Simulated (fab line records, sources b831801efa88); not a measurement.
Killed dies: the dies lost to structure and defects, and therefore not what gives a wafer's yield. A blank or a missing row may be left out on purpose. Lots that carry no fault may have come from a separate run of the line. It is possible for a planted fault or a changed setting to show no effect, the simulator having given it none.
8D (eight disciplines) problem report, filled in by code -- flow sky130 -- the parts of the form that need people (team, actions taken, sign-off) are left out

1. THE ISSUE
Across 2 wafers from 2 lots, CONTACT_W_RS at SKY_CONTACT_RS_MEAS_25 averages 0.545 ohm/sq, while fault-free wafers read 0.337 ohm/sq with a standard deviation of 0.0033. That is +63 standard deviations from the usual mean.
The step: measures by four-point-probe.
The first sign was on wafer L712.1 at day 35 05:12, on filmMetro-01. The record has a number at this step for 31 wafers belonging to 11 lots. By rule, "out" or "out of limits" means more than 4 standard deviations away from the usual mean. All remaining wafers that have a number are taken as sound.

2. WHAT IT IS, WHAT IT ISN'T
question,is,is not
which readings at this step,CONTACT_W_RS,-
which lots,"L712, L713","L702, L703, L704, L705, L706, L710, L721, L722, L724"
which wafers of those lots,"L712.1, L713.5","L712.4, L713.3"
read on which gauges,"filmMetro-01, filmMetro-02",filmMetro-04
when,from day 35 05:12,"up to then (19 sound wafers); but 10 sound wafers of L713, L721, L722, L724 came after"

3. SUSPECTS, AND WHAT RULES EACH OUT
Counting: if a tool at a process step up to the reading ran every lot that is out, it stays a suspect. Sound lots after the first of them don't rule it out here, since some wafers of a struck lot are sound.
- the gauge at SKY_CONTACT_RS_MEAS_25 has been ruled out. Those wafers that are out were read across 2 gauges (filmMetro-01, filmMetro-02).
- cmp-02 at SKY_LI_CONTACT_CMP_24 (polishes, stops on PSG, t overpolish 20 s, target thk 0 nm): kept. It processed each lot that is out (first: L712, day 32 21:56); up to then, its last sound lot is L710 (day 32 04:22).
- cvdW-02 at SKY_CONTACT_CVD_24 (deposits W, target thk 340 nm, time 102.12 s): kept. It processed each lot that is out (first: L712, day 35 05:05); up to then, its last sound lot is L710 (day 34 10:48).
- The sound lot-mates ran in chamber 0 of cvdW-02 at SKY_CONTACT_CVD_24, but the wafers that are out ran in chamber 1.
Left after counting: cmp-02 at SKY_LI_CONTACT_CMP_24, cvdW-02 at SKY_CONTACT_CVD_24.

4. THE CAUSE (what the simulator had put in)
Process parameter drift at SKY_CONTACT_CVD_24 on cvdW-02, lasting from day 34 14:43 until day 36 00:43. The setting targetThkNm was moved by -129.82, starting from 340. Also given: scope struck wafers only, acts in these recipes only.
2 suspects survive the count, and this tool is in that group.

5. THE CHAIN OF EFFECTS, in route order
Each row: a reading where the mean over the struck wafers with a number is more than 3 standard deviations away from the usual. Scope: only readings with a usual standard deviation given in the record; hours: median across lots of the time from each lot's start at the first step in this table that gives one to its start at this step; sigmas: change in usual standard deviations.
hours,step,reading,usual,on struck wafers,change,sigmas
0,SKY_CONTACT_RS_MEAS_25,CONTACT_W_RS,0.337 ohm/sq,0.545,+0.208,+63
5,SKY_CONTACT_THK_MEAS_26,CONTACT_W_THK,333 nm,209,-124,-34
9,SKY_CONTACT_CMP_27,timeToEndpointS,82.5 s,50.0,-32.5,-11
Process steps it contains:
- SKY_CONTACT_CMP_27: polishes, stops on SiO2, t overpolish 15 s, target thk 0 nm.

6. HOW IT WOULD HAVE BEEN CAUGHT EARLIER
The first out-of-limits reading at a measuring or inspecting step in this record came at day 35 05:12, 14 hours after the fault's start at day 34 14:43.
No tool reading at SKY_CONTACT_CVD_24 that has a usual standard deviation in the record was out on any struck wafer, so an alarm limit of 4 standard deviations on those readings would not have fired.
L713, from the lots that are out (2), started SKY_CONTACT_CVD_24 on cvdW-02 later than day 35 05:12. Holding the tool at that time would have saved it.
